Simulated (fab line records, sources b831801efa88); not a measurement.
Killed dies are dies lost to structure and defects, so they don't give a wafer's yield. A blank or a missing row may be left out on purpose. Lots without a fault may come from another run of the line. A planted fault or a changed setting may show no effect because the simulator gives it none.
fab line records | flow sky130
record lots=5 wafers=15 last_day=50
route steps=708 shown LDD_HVP@279 LDD_LDN@289 SPACER@304 POLY_CUT@307
lots that met no fault: from a run of the same line without faults
start_h: hours from the record's first day to the start of the lot's first wafer shown | wait_h: hours since the lot's step before | " the same as in the row above | L1.1+2: a row that stands for several wafers | - no value, or no start given | * or withheld: withheld | < > ~ a bound
route shown NAME@n: a module of which the file shows steps, and the number in the route of the first | usual: mean/standard deviation of fault-free wafers | same: alike in all rows | chamber/n: place in a boat | sites: the reading at each site | _std_site: their standard deviation | _edge_site: outer sites' mean less inner sites' | radius_mm: how far each site lies from the wafer's centre | mask NAME#n: copy n | behind: the tool/chamber that last shaped the wafer | hold: why the lot was held/for how many hours/how that ended | device: the transistor (n, p or np) that didn't switch | end of line: the same wafers' tests at the end of the route | a step without rows: its recipe alone | killed: dies lost to structure and defects at the first sort, not the wafer's yield | map: a wafer's dies, x killed, . not, _ none there
set.NAME: the setting as run; set.NAME@STEP: as run at that earlier step | model.NAME: the simulator's own value behind a step, which no gauge read
lots at some steps of the route; a table a step, a row a wafer
services: from which hour (start_h, from the record's first day; less than 0 if before it) a tool's chamber was out of use, for how many hours, and why
## steps
# step SKY_LDD_HVP_HMDS_01
# recipe prime_time_s=60 prime_temp_c=120
# columns lot.wafer tool chamber start_h wait_h
L079.1+5+6 litho_track-04 0 514.02 0.1
L083.2+4+5 litho_track-03 0 575.94 0.1
L084.1+3+4 litho_track-04 0 581.32 0.1
L086.1+2+3 litho_track-02 0 594.22 0.1
L095.2+4+6 litho_track-02 0 667.60 0.1
# step SKY_LDD_HVP_COAT_02
# recipe resist=NOVOLAK spin_rpm=3000 resist_thk_nm=300
# columns lot.wafer tool chamber start_h wait_h
L079.1+5+6 litho_track-04 0 514.17 0.1
L083.2+4+5 litho_track-03 0 576.09 0.1
L084.1+3+4 litho_track-04 0 581.47 0.1
L086.1+2+3 litho_track-02 0 594.37 0.1
L095.2+4+6 litho_track-02 0 667.75 0.1
# step SKY_LDD_HVP_SOFTBAKE_03
# recipe temp_c=90 time_s=60 resist=NOVOLAK
# usual heater_power_total_W=56.60/0.041
# columns lot.wafer tool chamber start_h wait_h heater_power_total_W
L079.1 litho_track-04 0 514.32 0.1 56.61
L079.5 " 0 " " 56.52
L079.6 " 0 " " 56.61
L083.2 litho_track-03 0 576.24 0.1 56.63
L083.4 " 0 " " 56.60
L083.5 " 0 " " 56.64
L084.1 litho_track-04 0 581.62 0.1 56.64
L084.3 " 0 " " 56.58
L084.4 " 0 " " 56.63
L086.1 litho_track-02 0 594.52 0.1 56.59
L086.2 " 0 " " 56.58
L086.3 " 0 " " 56.62
L095.2 litho_track-02 0 667.90 0.1 56.56
L095.4 " 0 " " 56.58
L095.6 " 0 " " 56.56
# step SKY_LDD_HVP_EXPOSE_04
# recipe mask_id=HVPTM na=0.6 source_shape=conventional sigma_outer=0.6 polarization=unpolarized target_cd_nm=700 dose_mj=86
# columns lot.wafer tool chamber start_h wait_h mask
L079.1+5+6 iline_stepper-01 0 - - HVPTM#0
L083.2+4+5 iline_stepper-02 0 - - HVPTM#0
L084.1+3+4 iline_stepper-02 0 - - HVPTM#0
L086.1+2+3 iline_stepper-01 0 - - HVPTM#0
L095.2+4+6 iline_stepper-01 0 - - HVPTM#0
# step SKY_LDD_HVP_PEB_05
# recipe temp_c=withheld time_s=* resist=NOVOLAK
# columns lot.wafer tool chamber start_h wait_h
L079.1+5+6 litho_track-04 0 - -
L083.2+4+5 litho_track-04 0 - -
L084.1+3+4 litho_track-04 0 - -
L086.1+2+3 litho_track-04 0 - -
L095.2+4+6 litho_track-04 0 - -
# step SKY_LDD_HVP_DEVELOP_06
# recipe resist=NOVOLAK developer=TMAH develop_time_s=60 dev_temp_c=23
# columns lot.wafer tool chamber start_h wait_h
L079.1+5+6 litho_track-04 0 530.17 0.1
L083.2+4+5 litho_track-04 0 591.09 0.1
L084.1+3+4 litho_track-04 0 596.02 0.1
L086.1+2+3 litho_track-04 0 609.12 0.1
L095.2+4+6 litho_track-04 0 681.09 0.1
# step SKY_LDD_HVP_OVL_MEAS_07
# usual LDD_HVP_OVL=0.1/1.5
# columns lot.wafer tool chamber start_h wait_h LDD_HVP_OVL[nm]
L079.1 overlay-02 - 530.32 0.1 -1.2
L079.5 " - " " -0.1
L079.6 " - " " 0.3
L083.2 overlay-02 - 591.22 0.1 0.8
L083.4 " - " " -0.1
L083.5 " - " " 1.2
L084.1 overlay-01 - 596.17 0.1 -1.5
L084.3 " - " " -1.4
L084.4 " - " " 0.2
L086.1 overlay-01 - 609.27 0.1 0.9
L086.2 " - " " 1.1
L086.3 " - " " 0.1
L095.2 overlay-02 - 681.22 0.1 2.9
L095.4 " - " " 3.0
L095.6 " - " " 1.7
# step SKY_LDD_HVP_IMPLANT_08
# recipe species=B energy_kev=20 dose_cm2=1.7e+13 tilt_deg=17.9
# same implant_ion_amu=11
# columns lot.wafer tool chamber start_h wait_h
L079.1+5+6 implanter-02 0 530.36 0.0
L083.2+4+5 implanter-02 0 591.28 0.0
L084.1+3+4 implanter-03 0 596.20 0.0
L086.1+2+3 implanter-04 0 609.30 0.0
L095.2+4+6 implanter-04 0 681.28 0.0
# step SKY_LDD_HVP_STRIP_09
# recipe chemistry=O2/N2 power_w=1400 pressure_mtorr=1500 platen_temp_c=withheld o2_flow_sccm=3000 n2_flow_sccm=300 overash_fraction=0.5
# usual drypump_motor_current_A=5.5/0.58 oes_product_au=0.408/0.0044 strip_time_to_endpoint_s=4.139/0.013
# columns lot.wafer tool chamber start_h wait_h drypump_motor_current_A oes_product_au rf_hours_counter_h strip_time_to_endpoint_s
L079.1 plasma_asher-01 0 530.51 0.1 5.0 0.412 86 4.142
L079.5 " 0 " " 4.9 0.405 - 4.143
L079.6 " 1 " " 5.6 0.412 - 4.144
L083.2 plasma_asher-03 1 591.40 0.1 5.9 0.403 48 4.144
L083.4 " 0 " " 5.0 0.408 - 4.158
L083.5 " 0 " " 5.0 0.411 - 4.138
L084.1 plasma_asher-01 0 596.35 0.1 4.9 0.403 92 4.134
L084.3 " 1 " " 5.7 0.408 - 4.130
L084.4 " 0 " " 4.9 0.405 - 4.152
L086.1 plasma_asher-03 1 609.45 0.1 5.9 0.407 51 4.140
L086.2 " 0 " " 5.0 0.408 51 4.127
L086.3 " 1 " " 5.9 0.403 - 4.137
L095.2 plasma_asher-02 0 681.40 0.1 6.8 0.411 21 4.155
L095.4 " 1 " " 5.3 0.404 - 4.129
L095.6 " 1 " " 5.3 0.415 - 4.155
# step SKY_LDD_HVP_TW_MEAS_10
# usual LDD_HVP_TW=451/4.7
# columns lot.wafer tool chamber start_h wait_h LDD_HVP_TW
L079.1 film_metro-03 - 530.63 0.1 455
L079.5 " - " " 455
L079.6 " - " " 455
L083.2 film_metro-03 - 591.51 0.1 453
L083.4 " - " " 453
L083.5 " - " " 455
L084.1 film_metro-03 - 596.45 0.1 453
L084.3 " - " " 454
L084.4 " - " " 454
L086.1 film_metro-03 - 609.55 0.1 452
L086.2 " - " " 449
L086.3 " - " " 451
L095.2 film_metro-03 - 681.51 0.1 451
L095.4 " - " " 453
L095.6 " - " " 453
# step SKY_LDD_LDN_DEHYDRATE_00
# recipe temp_c=200 time_s=60
# usual heater_power_total_W=160.35/0.13
# columns lot.wafer tool chamber start_h wait_h heater_power_total_W
L079.1 litho_track-02 0 544.62 14.0 160.46
L079.5 " 0 " " 160.18
L079.6 " 0 " " 160.25
L083.2 litho_track-02 0 605.35 13.8 160.45
L083.4 " 0 " " 160.21
L083.5 " 0 " " 160.31
L084.1 litho_track-04 0 610.47 14.0 160.63
L084.3 " 0 " " 160.25
L084.4 " 0 " " 160.11
L086.1 litho_track-01 0 623.03 13.5 160.40
L086.2 " 0 " " 160.37
L086.3 " 0 " " 160.25
L095.2 litho_track-02 0 694.70 13.2 160.53
L095.4 " 0 " " 160.16
L095.6 " 0 " " 160.35
# step SKY_LDD_LDN_HMDS_01
# recipe prime_time_s=60 prime_temp_c=120
# columns lot.wafer tool chamber start_h wait_h
L079.1+5+6 litho_track-02 0 544.77 0.1
L083.2+4+5 litho_track-02 0 605.50 0.1
L084.1+3+4 litho_track-04 0 610.62 0.1
L086.1+2+3 litho_track-01 0 623.18 0.1
L095.2+4+6 litho_track-02 0 694.85 0.1
# step SKY_LDD_LDN_COAT_02
# recipe resist=NOVOLAK spin_rpm=3000 resist_thk_nm=1140
# columns lot.wafer tool chamber start_h wait_h
L079.1+5+6 litho_track-02 0 544.92 0.1
L083.2+4+5 litho_track-02 0 605.65 0.1
L084.1+3+4 litho_track-04 0 610.77 0.1
L086.1+2+3 litho_track-01 0 623.33 0.1
L095.2+4+6 litho_track-02 0 695.00 0.1
# step SKY_LDD_LDN_SOFTBAKE_03
# recipe temp_c=90 time_s=60 resist=NOVOLAK
# usual heater_power_total_W=56.60/0.044
# columns lot.wafer tool chamber start_h wait_h heater_power_total_W
L079.1 litho_track-02 0 545.07 0.1 56.65
L079.5 " 0 " " 56.67
L079.6 " 0 " " 56.60
L083.2 litho_track-02 0 605.80 0.1 56.54
L083.4 " 0 " " 56.63
L083.5 " 0 " " 56.62
L084.1 litho_track-04 0 610.92 0.1 56.65
L084.3 " 0 " " 56.54
L084.4 " 0 " " 56.54
L086.1 litho_track-01 0 623.48 0.1 56.64
L086.2 " 0 " " 56.55
L086.3 " 0 " " 56.54
L095.2 litho_track-02 0 695.15 0.1 56.50
L095.4 " 0 " " 56.63
L095.6 " 0 " " 56.51
# step SKY_LDD_LDN_EXPOSE_04
# recipe mask_id=LDNTM na=0.6 source_shape=conventional sigma_outer=0.6 polarization=unpolarized target_cd_nm=700 dose_mj=140
# columns lot.wafer tool chamber start_h wait_h mask
L079.1+5+6 iline_stepper-02 0 - - LDNTM#0
L083.2+4+5 iline_stepper-01 0 - - LDNTM#0
L084.1+3+4 iline_stepper-01 0 - - LDNTM#0
L086.1+2+3 iline_stepper-01 0 - - LDNTM#0
L095.2+4+6 iline_stepper-01 0 - - LDNTM#0
# step SKY_LDD_LDN_PEB_05
# recipe temp_c=withheld time_s=* resist=NOVOLAK
# columns lot.wafer tool chamber start_h wait_h
L079.1+5+6 litho_track-04 0 - -
L083.2+4+5 litho_track-02 0 - -
L084.1+3+4 litho_track-02 0 - -
L086.1+2+3 litho_track-02 0 - -
L095.2+4+6 litho_track-02 0 - -
# step SKY_LDD_LDN_DEVELOP_06
# recipe resist=NOVOLAK developer=TMAH develop_time_s=60 dev_temp_c=23
# columns lot.wafer tool chamber start_h wait_h
L079.1+5+6 litho_track-04 0 560.52 0.1
L083.2+4+5 litho_track-02 0 619.85 0.1
L084.1+3+4 litho_track-02 0 624.97 0.1
L086.1+2+3 litho_track-02 0 637.47 0.1
L095.2+4+6 litho_track-02 0 705.75 0.1
# step SKY_LDD_LDN_OVL_MEAS_07
# usual LDD_LDN_OVL=-0.1/1.4
# columns lot.wafer tool chamber start_h wait_h LDD_LDN_OVL[nm]
L079.1 overlay-02 - 560.67 0.1 -1.0
L079.5 " - " " -1.1
L079.6 " - " " -1.0
L083.2 overlay-02 - 619.98 0.1 -0.7
L083.4 " - " " 1.0
L083.5 " - " " 0.1
L084.1 overlay-02 - 625.12 0.1 -2.5
L084.3 " - " " -1.0
L084.4 " - " " -2.2
L086.1 overlay-01 - 637.62 0.1 -0.9
L086.2 " - " " -0.1
L086.3 " - " " -1.4
L095.2 overlay-02 - 707.06 1.3 -1.5
L095.4 " - " " -0.2
L095.6 " - " " -0.4
# step SKY_LDD_LDN_IMPLANT_08
# recipe species=As energy_kev=15 dose_cm2=1.25e+13 tilt_deg=withheld rotation_deg=23
# usual rotation_deg=23.001/0.021
# same implant_ion_amu=75
# columns lot.wafer tool chamber start_h wait_h rotation_deg
L079.1 implanter-04 0 560.70 0.0 23.009
L079.5 " 0 " " 23.013
L079.6 " 0 " " 23.006
L083.2 implanter-01 0 620.03 0.0 22.957
L083.4 " 0 " " 22.977
L083.5 " 0 " " 22.986
L084.1 implanter-01 0 625.16 0.0 22.980
L084.3 " 0 " " 22.985
L084.4 " 0 " " 23.011
L086.1 implanter-04 0 637.66 0.0 22.969
L086.2 " 0 " " 22.960
L086.3 " 0 " " 23.001
L095.2 implanter-01 0 708.66 1.6 22.993
L095.4 " 0 " " 23.019
L095.6 " 0 " " 23.034
# step SKY_LDD_LDN_IMPLANT_09
# recipe species=As energy_kev=15 dose_cm2=1.25e+13 tilt_deg=withheld rotation_deg=113
# usual rotation_deg=113.00/0.025
# same implant_ion_amu=75
# columns lot.wafer tool chamber start_h wait_h rotation_deg
L079.1 implanter-04 0 560.85 0.1 113.01
L079.5 " 0 " " 113.03
L079.6 " 0 " " 113.01
L083.2 implanter-01 0 620.18 0.1 113.00
L083.4 " 0 " " 113.04
L083.5 " 0 " " 112.99
L084.1 implanter-01 0 625.31 0.1 113.01
L084.3 " 0 " " 113.02
L084.4 " 0 " " 113.02
L086.1 implanter-04 0 637.81 0.1 112.99
L086.2 " 0 " " 113.02
L086.3 " 0 " " 113.01
L095.2 implanter-01 0 708.81 0.1 113.04
L095.4 " 0 " " 113.06
L095.6 " 0 " " 113.03
# step SKY_LDD_LDN_IMPLANT_10
# recipe species=As energy_kev=15 dose_cm2=1.233e+13 tilt_deg=withheld rotation_deg=203
# usual rotation_deg=203.00/0.042
# same implant_ion_amu=75
# columns lot.wafer tool chamber start_h wait_h rotation_deg
L079.1 implanter-04 0 561.00 0.1 203.01
L079.5 " 0 " " 203.03
L079.6 " 0 " " 203.01
L083.2 implanter-01 0 620.33 0.1 203.06
L083.4 " 0 " " 203.00
L083.5 " 0 " " 202.94
L084.1 implanter-01 0 625.46 0.1 202.99
L084.3 " 0 " " 202.94
L084.4 " 0 " " 202.94
L086.1 implanter-04 0 637.96 0.1 202.99
L086.2 " 0 " " 203.01
L086.3 " 0 " " 202.96
L095.2 implanter-01 0 708.96 0.1 203.03
L095.4 " 0 " " 202.98
L095.6 " 0 " " 203.04
# step SKY_LDD_LDN_IMPLANT_11
# recipe species=As energy_kev=15 dose_cm2=1.25e+13 tilt_deg=withheld rotation_deg=293
# usual rotation_deg=292.99/0.056
# same implant_ion_amu=75
# columns lot.wafer tool chamber start_h wait_h rotation_deg
L079.1 implanter-04 0 561.15 0.1 293.02
L079.5 " 0 " " 292.93
L079.6 " 0 " " 292.97
L083.2 implanter-01 0 620.48 0.1 292.97
L083.4 " 0 " " 292.99
L083.5 " 0 " " 292.89
L084.1 implanter-01 0 625.61 0.1 292.88
L084.3 " 0 " " 293.02
L084.4 " 0 " " 292.99
L086.1 implanter-04 0 638.11 0.1 293.04
L086.2 " 0 " " 292.95
L086.3 " 0 " " 292.95
L095.2 implanter-01 0 709.11 0.1 293.01
L095.4 " 0 " " 293.06
L095.6 " 0 " " 292.97
# step SKY_LDD_LDN_STRIP_12
# recipe chemistry=O2/N2 power_w=1400 pressure_mtorr=1500 platen_temp_c=withheld o2_flow_sccm=3000 n2_flow_sccm=300 overash_fraction=0.5
# usual drypump_motor_current_A=5.6/0.56 oes_product_au=0.716/0.0046 strip_time_to_endpoint_s=14.18/0.045
# columns lot.wafer tool chamber start_h wait_h drypump_motor_current_A oes_product_au rf_hours_counter_h strip_time_to_endpoint_s
L079.1 plasma_asher-02 1 561.30 0.1 5.3 0.718 13 14.19
L079.5 " 1 " " 5.3 0.716 - 14.17
L079.6 " 0 " " 6.8 0.716 - 14.22
L083.2 plasma_asher-04 1 620.61 0.1 5.2 0.715 77 14.16
L083.4 " 1 " " 5.2 0.705 - 14.13
L083.5 " 1 " " 5.2 0.716 - 14.19
L084.1 plasma_asher-03 0 625.76 0.1 5.0 0.718 53 14.14
L084.3 " 1 " " 5.9 0.708 - 14.18
L084.4 " 0 " " 5.0 0.715 - 14.22
L086.1 plasma_asher-04 0 638.26 0.1 5.6 0.720 79 14.18
L086.2 " 1 " " 5.2 0.710 79 14.12
L086.3 " 1 " " 5.1 0.712 - 14.15
L095.2 plasma_asher-04 1 709.24 0.1 5.2 0.717 87 14.26
L095.4 " 1 " " 5.2 0.717 - 14.18
L095.6 " 0 " " 5.6 0.705 - 14.13
# step SKY_LDD_LDN_TW_MEAS_13
# usual LDD_LDN_TW=1469/25
# columns lot.wafer tool chamber start_h wait_h LDD_LDN_TW
L079.1 film_metro-01 - 561.40 0.1 1463
L079.5 " - " " 1473
L079.6 " - " " 1471
L083.2 film_metro-02 - 620.72 0.1 1434
L083.4 " - " " 1435
L083.5 " - " " 1445
L084.1 film_metro-02 - 625.86 0.1 1434
L084.3 " - " " 1432
L084.4 " - " " 1434
L086.1 film_metro-01 - 638.36 0.1 1474
L086.2 " - " " 1469
L086.3 " - " " 1472
L095.2 film_metro-04 - 709.40 0.1 1497
L095.4 " - " " 1493
L095.6 " - " " 1493
# step SKY_LDD_LDN_CLEAN_14
# recipe chemistry=SC1/SC2 mix=1:4:20 temp_c=70 time_s=150 dry=n2_spin
# columns lot.wafer tool chamber start_h wait_h
L079.1+5+6 wet_bench-04 1 561.46 0.1
L083.2+4+5 wet_bench-02 2 620.77 0.0
L084.1+3+4 wet_bench-04 1 625.92 0.1
L086.1+2+3 wet_bench-02 3 638.42 0.1
L095.2+4+6 wet_bench-02 0 709.47 0.1
# step SKY_SPACER_CVD_00
# recipe material=Si3N4 precursor=DCS/NH3 target_thk_nm=43.1 temp_c=770 time_s=740 pressure_mtorr=250
# usual spike_tc_top_C=782.7/1.1 zone_power_bottom_pct=19.8/0.37
# columns lot.wafer tool chamber start_h wait_h spike_tc_top_C zone_power_bottom_pct
L079.1 lpcvd-02 1 562.83 1.3 782.7 19.6
L079.5 " 1 " " 783.0 19.5
L079.6 " 1 " " 783.0 19.6
L083.2 lpcvd-02 1 622.02 1.2 781.1 19.2
L083.4 " 1 " " 783.1 19.6
L083.5 " 1 " " 782.0 19.6
L084.1 lpcvd-02 1 626.85 0.9 781.8 19.8
L084.3 " 1 " " 783.4 19.5
L084.4 " 1 " " 783.0 19.4
L086.1 lpcvd-02 0 638.47 0.0 782.7 20.0
L086.2 " 0 " " 783.7 20.4
L086.3 " 0 " " 781.5 19.9
L095.2 lpcvd-02 1 709.52 0.0 781.4 19.5
L095.4 " 1 " " 783.7 19.9
L095.6 " 1 " " 783.1 19.6
# step SKY_SPACER_THK_MEAS_01
# recipe reads=Si3N4_of_SPACER_CVD_00
# usual SPACER_CVD_00_THK=43.2/0.31
# columns lot.wafer tool chamber start_h wait_h SPACER_CVD_00_THK[nm]
L079.1 film_metro-02 - 564.03 0.0 42.9
L079.5 " - " " 43.0
L079.6 " - " " 43.3
L083.2 film_metro-02 - 623.24 0.0 43.3
L083.4 " - " " 43.8
L083.5 " - " " 43.2
L084.1 film_metro-04 - 628.05 0.0 43.2
L084.3 " - " " 43.1
L084.4 " - " " 43.0
L086.1 film_metro-04 - 639.68 0.0 42.8
L086.2 " - " " 43.0
L086.3 " - " " 42.8
L095.2 film_metro-02 - 710.79 0.1 42.8
L095.4 " - " " 42.8
L095.6 " - " " 42.9
# step SKY_SPACER_ETCHBACK_02
# recipe chemistry=CH3F/O2 target=Si3N4 stop_on=SiO2 source_w=400 bias_w=80 pressure_mtorr=25 ch3f_flow_sccm=40 O2_flow_sccm=30 time_s=46.7 target_depth_a=450
# usual drypump_motor_current_A=5.6/0.32 oes_product_au=0.856/0.0059 throttle_valve_pct=10.563/0.0092
# columns lot.wafer tool chamber start_h wait_h drypump_motor_current_A oes_product_au rf_hours_counter_h throttle_valve_pct
L079.1 rie_diel-01 2 564.09 0.1 6.2 0.848 2 10.561
L079.5 " 1 " " 5.3 0.856 - 10.563
L079.6 " 2 " " 6.1 0.858 - 10.557
L083.2 rie_diel-04 0 623.29 0.0 5.5 0.848 50 10.557
L083.4 " 2 " " 5.1 0.853 6 10.581
L083.5 " 3 " " 5.7 0.854 - 10.564
L084.1 rie_diel-02 2 628.11 0.1 5.6 0.864 3 10.552
L084.3 " 1 " " 5.9 0.865 36 10.564
L084.4 " 0 " " 5.6 0.846 15 10.544
L086.1 rie_diel-04 2 639.74 0.1 5.0 0.853 6 10.555
L086.2 " 3 " " 5.8 0.862 1 10.567
L086.3 " 1 " " 5.7 0.852 3 10.564
L095.2 rie_diel-02 3 710.84 0.0 5.3 0.850 27 10.561
L095.4 " 1 " " 5.9 0.857 38 10.554
L095.6 " 1 " " 5.9 0.851 - 10.564
# step SKY_POLY_CUT_DEHYDRATE_00
# recipe temp_c=200 time_s=60
# usual heater_power_total_W=160.37/0.12
# columns lot.wafer tool chamber start_h wait_h heater_power_total_W
L079.1 litho_track-01 0 577.93 13.8 160.28
L079.5 " 0 " " 160.30
L079.6 " 0 " " 160.33
L083.2 litho_track-04 0 637.14 13.8 160.55
L083.4 " 0 " " 160.43
L083.5 " 0 " " 160.37
L084.1 litho_track-04 0 642.07 13.9 160.27
L084.3 " 0 " " 160.43
L084.4 " 0 " " 160.49
L086.1 litho_track-04 0 653.32 13.6 160.43
L086.2 " 0 " " 160.36
L086.3 " 0 " " 160.38
L095.2 litho_track-01 0 722.11 11.2 160.43
L095.4 " 0 " " 160.40
L095.6 " 0 " " 160.14
# step SKY_POLY_CUT_HMDS_01
# recipe prime_time_s=60 prime_temp_c=120
# columns lot.wafer tool chamber start_h wait_h
L079.1+5+6 litho_track-01 0 578.08 0.1
L083.2+4+5 litho_track-04 0 637.29 0.1
L084.1+3+4 litho_track-04 0 642.22 0.1
L086.1+2+3 litho_track-04 0 653.47 0.1
L095.2+4+6 litho_track-01 0 722.26 0.1
# step SKY_POLY_CUT_COAT_02
# recipe resist=BARC temp_c=withheld time_s=withheld spin_rpm=3000 resist_thk_nm=60
# columns lot.wafer tool chamber start_h wait_h
L079.1+5+6 litho_track-01 0 578.23 0.1
L083.2+4+5 litho_track-04 0 637.44 0.1
L084.1+3+4 litho_track-04 0 642.37 0.1
L086.1+2+3 litho_track-04 0 653.62 0.1
L095.2+4+6 litho_track-01 0 722.41 0.1
# step SKY_POLY_CUT_COAT_03
# recipe resist=KrF-thick spin_rpm=3000 resist_thk_nm=450
# columns lot.wafer tool chamber start_h wait_h
L079.1+5+6 litho_track-01 0 - -
L083.2+4+5 litho_track-04 0 - -
L084.1+3+4 litho_track-04 0 - -
L086.1+2+3 litho_track-04 0 - -
L095.2+4+6 litho_track-01 0 - -
# step SKY_POLY_CUT_SOFTBAKE_04
# recipe temp_c=100 time_s=90 resist=KrF-thick
# usual heater_power_total_W=57.35/0.11
# columns lot.wafer tool chamber start_h wait_h heater_power_total_W
L079.1 litho_track-01 0 - - 57.48
L079.5 " 0 " " 57.48
L079.6 " 0 " " 57.33
L083.2 litho_track-04 0 - - 57.22
L083.4 " 0 " " 57.47
L083.5 " 0 " " 57.16
L084.1 litho_track-04 0 - - 57.25
L084.3 " 0 " " 57.45
L084.4 " 0 " " 57.42
L086.1 litho_track-04 0 - - 57.29
L086.2 " 0 " " 57.31
L086.3 " 0 " " 57.54
L095.2 litho_track-01 0 - - 57.46
L095.4 " 0 " " 57.23
L095.6 " 0 " " 57.42
# step SKY_POLY_CUT_EXPOSE_05
# recipe mask_id=NPCM na=0.8 source_shape=annular sigma_inner=0.55 sigma_outer=0.85 target_cd_nm=270 dose_mj=32
# columns lot.wafer tool chamber start_h wait_h mask
L079.1+5+6 krf_scanner-01 0 - - NPCM#0
L083.2+4+5 krf_scanner-02 0 - - NPCM#0
L084.1+3+4 krf_scanner-01 0 - - NPCM#0
L086.1+2+3 krf_scanner-01 0 - - NPCM#0
L095.2+4+6 krf_scanner-01 0 - - NPCM#0
# step SKY_POLY_CUT_PEB_06
# recipe peb_temp_c=withheld peb_time_s=withheld resist=KrF-thick
# columns lot.wafer tool chamber start_h wait_h
L079.1+5+6 litho_track-01 0 - -
L083.2+4+5 litho_track-04 0 - -
L084.1+3+4 litho_track-01 0 - -
L086.1+2+3 litho_track-03 0 - -
L095.2+4+6 litho_track-03 0 - -
# step SKY_POLY_CUT_DEVELOP_07
# recipe develop_time_s=60 resist=KrF-thick dev_temp_c=21
# columns lot.wafer tool chamber start_h wait_h
L079.1+5+6 litho_track-01 0 - -
L083.2+4+5 litho_track-04 0 - -
L084.1+3+4 litho_track-01 0 - -
L086.1+2+3 litho_track-03 0 - -
L095.2+4+6 litho_track-03 0 - -
# step SKY_POLY_CUT_CD_MEAS_08
# recipe target_cd_nm=270
# usual cd_nm=270.3/1.4
# columns lot.wafer tool chamber start_h wait_h cd_nm
L079.1 cd_sem-02 - 592.93 - 267.1
L079.5 " - " " 267.0
L079.6 " - " " 268.8
L083.2 cd_sem-02 - 651.74 - 270.6
L083.4 " - " " 269.8
L083.5 " - " " 269.3
L084.1 cd_sem-02 - 656.88 - 270.7
L084.3 " - " " 270.3
L084.4 " - " " 271.1
L086.1 cd_sem-01 - 668.67 - 267.9
L086.2 " - " " 267.4
L086.3 " - " " 267.6
L095.2 cd_sem-02 - 736.26 - 270.4
L095.4 " - " " 272.8
L095.6 " - " " 271.7
# step SKY_POLY_CUT_OVL_MEAS_09
# usual POLY_CUT_OVL=-1/5.7
# columns lot.wafer tool chamber start_h wait_h POLY_CUT_OVL[nm]
L079.1 overlay-01 - 593.05 0.1 6
L079.5 " - " " -2
L079.6 " - " " 5
L083.2 overlay-01 - 651.84 0.1 0
L083.4 " - " " -1
L083.5 " - " " 0
L084.1 overlay-01 - 657.00 0.1 -3
L084.3 " - " " -3
L084.4 " - " " 3
L086.1 overlay-02 - 668.79 0.1 2
L086.2 " - " " 4
L086.3 " - " " -7
L095.2 overlay-02 - 736.37 0.1 0
L095.4 " - " " -6
L095.6 " - " " -4
# step SKY_POLY_CUT_ETCH_10
# recipe chemistry=N2/H2 target=BARC ion_energy_ev=200 source_w=500 bias_w=97.42 pressure_mtorr=30 n2_flow_sccm=100 h2_flow_sccm=200 stop_on=SiO2 time_s=45.9 target_depth_a=600
# usual drypump_motor_current_A=5.6/0.37 oes_product_au=0.855/0.0051 throttle_valve_pct=13.223/0.0093
# columns lot.wafer tool chamber start_h wait_h drypump_motor_current_A oes_product_au rf_hours_counter_h throttle_valve_pct
L079.1 rie_diel-02 1 593.09 0.0 5.9 0.853 35 13.215
L079.5 " 0 " " 5.6 0.852 - 13.220
L079.6 " 1 " " 6.0 0.852 - 13.222
L083.2 rie_diel-02 0 651.87 0.0 5.6 0.858 16 13.234
L083.4 " 2 " " 5.6 0.860 3 13.237
L083.5 " 1 " " 5.9 0.853 - 13.212
L084.1 rie_diel-02 2 657.04 0.0 5.6 0.857 4 13.224
L084.3 " 1 " " 5.9 0.857 37 13.238
L084.4 " 0 " " 5.6 0.852 - 13.226
L086.1 rie_diel-01 0 668.82 0.0 5.4 0.853 6 13.221
L086.2 " 2 " " 6.2 0.847 3 13.221
L086.3 " 1 " " 5.4 0.857 23 13.236
L095.2 rie_diel-03 2 736.40 0.0 5.6 0.850 4 13.225
L095.4 " 0 " " 4.9 0.849 2 13.229
L095.6 " 3 " " 5.9 0.852 - 13.215
# step SKY_POLY_CUT_ETCH_11
# recipe target=Si3N4 chemistry=CF4/CH2F2/Ar stop_on=poly-Si source_w=600 bias_w=150 pressure_mtorr=40 cf4_flow_sccm=40 ch2f2_flow_sccm=20 Ar_flow_sccm=150 time_s=42.5 target_depth_a=600
# usual drypump_motor_current_A=5.5/0.37 oes_product_au=0.828/0.0067 throttle_valve_pct=14.994/0.0088
# columns lot.wafer tool chamber start_h wait_h drypump_motor_current_A oes_product_au rf_hours_counter_h throttle_valve_pct
L079.1 rie_diel-02 1 593.13 0.0 5.9 0.830 35 14.987
L079.5 " 0 " " 5.6 0.834 - 14.981
L079.6 " 1 " " 5.9 0.826 - 15.017
L083.2 rie_diel-02 0 651.92 0.0 5.6 0.828 16 14.977
L083.4 " 2 " " 5.5 0.825 3 14.994
L083.5 " 1 " " 5.9 0.831 - 15.000
L084.1 rie_diel-02 2 657.08 0.0 5.6 0.814 4 14.997
L084.3 " 1 " " 5.9 0.812 37 14.999
L084.4 " 0 " " 5.6 0.825 - 15.003
L086.1 rie_diel-01 0 668.87 0.0 5.4 0.826 6 14.995
L086.2 " 2 " " 6.2 0.835 4 14.986
L086.3 " 1 " " 5.4 0.829 23 14.985
L095.2 rie_diel-03 2 736.44 0.0 5.6 0.824 4 14.982
L095.4 " 0 " " 4.9 0.827 2 15.009
L095.6 " 3 " " 5.9 0.823 - 14.991
## services
# columns tool chamber start_h hours kind
rie_diel-02 - 496.01 1.0 repair
plasma_asher-04 - 503.49 2.8 pm
implanter-04 - 526.60 5.0 repair
krf_scanner-01 - 528.66 0.8 repair
krf_scanner-01 - 529.45 3.6 pm
rie_diel-01 3 537.59 36.1 repair
rie_diel-02 - 568.63 2.8 pm
rie_diel-02 3 608.81 5.7 repair
implanter-01 - 622.45 2.4 pm
krf_scanner-01 - 625.34 0.8 pm
implanter-04 - 629.43 1.9 repair
rie_diel-02 3 639.15 9.0 repair
krf_scanner-01 - 643.21 1.3 pm
iline_stepper-01 - 644.66 1.7 pm
rie_diel-02 2 648.33 3.4 repair
krf_scanner-01 - 651.61 1.0 pm
rie_diel-02 3 653.73 9.8 repair
krf_scanner-01 - 661.84 1.2 repair
krf_scanner-01 - 662.08 2.8 repair
implanter-01 - 677.49 3.5 repair
rie_diel-02 2 677.69 1.7 repair
implanter-04 - 688.29 1.1 repair
krf_scanner-01 - 699.45 0.3 repair
iline_stepper-01 - 715.54 0.6 repair
## key
fault none
